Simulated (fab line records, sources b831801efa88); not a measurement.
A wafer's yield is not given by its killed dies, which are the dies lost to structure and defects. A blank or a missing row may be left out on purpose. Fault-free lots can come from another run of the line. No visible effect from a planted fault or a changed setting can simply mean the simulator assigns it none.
Code-filled problem report in 8D (eight disciplines) form    flow gf180mcu    the parts of the form that need people (team, actions taken, sign-off) are left out

== 1. WHAT WENT WRONG ==
At GF_SAB_ETCH_11, oes_product_au averages 0.887 a.u. over 2 wafers from 2 lots, while fault-free wafers read 1.001 a.u., standard deviation 0.01. Measured from the usual mean, that is -11 standard deviations.
The step: etches SiO2 in C4F8/O2/Ar, target depth 55 nm, time 8.5 s.
The first sign was on wafer L184.1 at day 20 17:25, on rie_diel-03. At this step, 39 wafers from 13 lots have a number in the record. Rule for "out", or "out of limits": more than 4 standard deviations from the usual mean. All remaining wafers that have a number are taken as sound.

== 2. WHAT IT IS AND WHAT IT IS NOT ==
question                     is                 is not
which readings at this step  oes_product_au     -
which lots                   L184, L186         L169, L170, L171, L172, L173, L175, L178, L188, L189, L191, L192
which wafers of those lots   L184.1, L186.5     L184.2, L184.4, L186.3, L186.6
read on which tools          rie_diel-03        rie_diel-02, rie_diel-04
when                         from day 20 17:25  up to then (23 sound wafers); but 14 sound wafers of L186, L188, L189, L191, L192 came after

== 3. WHAT RULES OUT EACH SUSPECT ==
Counting: if a tool at a process step up to the reading ran every lot that is out, it stays a suspect. Sound lots after the first of them don't rule it out here, since some wafers of a struck lot are sound.
- rie_diel-03 at GF_SAB_ETCH_11 (etches SiO2 in C4F8/O2/Ar, target depth 55 nm, time 8.5 s): kept. Every lot that is out went through it, the first being L184 (day 20 17:25); the last sound lot it ran before that was L178 (day 18 15:31). Its own oes_product_au readings are out on those wafers.
- In rie_diel-03 at GF_SAB_ETCH_11, the wafers that are out were processed in chamber 0 and their sound lot-mates in chambers 1, 3.
After counting, what remains is rie_diel-03 at GF_SAB_ETCH_11.

== 4. THE CAUSE (what the simulator had put in) ==
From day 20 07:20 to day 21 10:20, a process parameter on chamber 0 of rie_diel-03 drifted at GF_SAB_ETCH_11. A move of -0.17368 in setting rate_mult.
This tool alone remained once counting was done.

== 5. THE EFFECT CHAIN, in route order ==
Rows list readings where the struck wafers' mean (over those with a number) sits beyond 3 standard deviations from the usual. Only readings whose record carries a usual standard deviation are examined. hours: median over the lots of the time between each lot's start at the first step of this table that gives one and its start at this step. sigmas: the change, counted in usual standard deviations.
hours  step            reading         usual       on struck wafers  change  sigmas
0      GF_SAB_ETCH_11  oes_product_au  1.001 a.u.  0.887             -0.113  -11
Here are the process steps it includes:
- GF_SAB_ETCH_11: etches SiO2 in C4F8/O2/Ar, target depth 55 nm, time 8.5 s.

== 6. HOW IT WOULD HAVE BEEN CAUGHT EARLIER ==
10 hours passed between the start of the fault at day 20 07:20 and the first reading out of limits in this record, taken at day 20 17:25.
